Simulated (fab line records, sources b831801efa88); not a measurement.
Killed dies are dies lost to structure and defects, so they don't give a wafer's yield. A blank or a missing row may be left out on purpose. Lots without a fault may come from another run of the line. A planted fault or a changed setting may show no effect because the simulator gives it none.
Chamber matching | flow gf180mcu | GF_V2_CVD_02 on pecvd-01: 3 sister chambers
The step deposits SiO2 from TEOS, target thk 850 nm, time 94.851 s. 3 wafers are shown with their chamber, then 12 later ones without.

WAFERS WITH THEIR CHAMBER
wafer  | chamber | heater_power_w (W)
L093.1 | 1       | 673
L093.2 | 0       | 699
L093.3 | 2       | 552

WAFERS WITHOUT THEIR CHAMBER
wafer  | heater_power_w (W)
L093.4 | 776
L093.5 | 602
L093.6 | 678
L095.1 | 828
L095.2 | 686
L095.3 | 682
L095.4 | 677
L095.5 | 557
L095.6 | 534
L097.1 | 659
L097.3 | 707
L097.6 | 760

WHICH CHAMBER EACH WENT THROUGH
wafer  | from the rows above          | in truth
L093.4 | can't be placed: 0 or 1      | 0
L093.5 | can't be placed: 2 or 1 or 0 | 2
L093.6 | can't be placed: 1 or 0      | 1
L095.1 | can't be placed: 0 or 1      | 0
L095.2 | can't be placed: 0 or 1      | 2
L095.3 | can't be placed: 1 or 0      | 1
L095.4 | can't be placed: 1 or 0      | 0
L095.5 | 2                            | 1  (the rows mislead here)
L095.6 | 2                            | 2
L097.1 | can't be placed: 1 or 0 or 2 | 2
L097.3 | can't be placed: 0 or 1      | 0
L097.6 | can't be placed: 0 or 1      | 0
Placed correctly: 1 of 12. Can't be placed from these rows: 10 (the true chamber is among the candidates in 9). Placed wrongly: 1.
How it was worked out, from the rows above alone: a wafer's distance from a chamber is the root of the sum, over the readings, of the square of ((its reading less the chamber's mean) divided by the reading's scatter). The wafer belongs to the nearest chamber; if the next one is less than 2 further off, it can't be placed. A chamber's mean is the mean of its shown wafers. The scatter: with one shown wafer a chamber, the root of the mean of the squares of how far each hidden wafer lies from its nearest shown one.
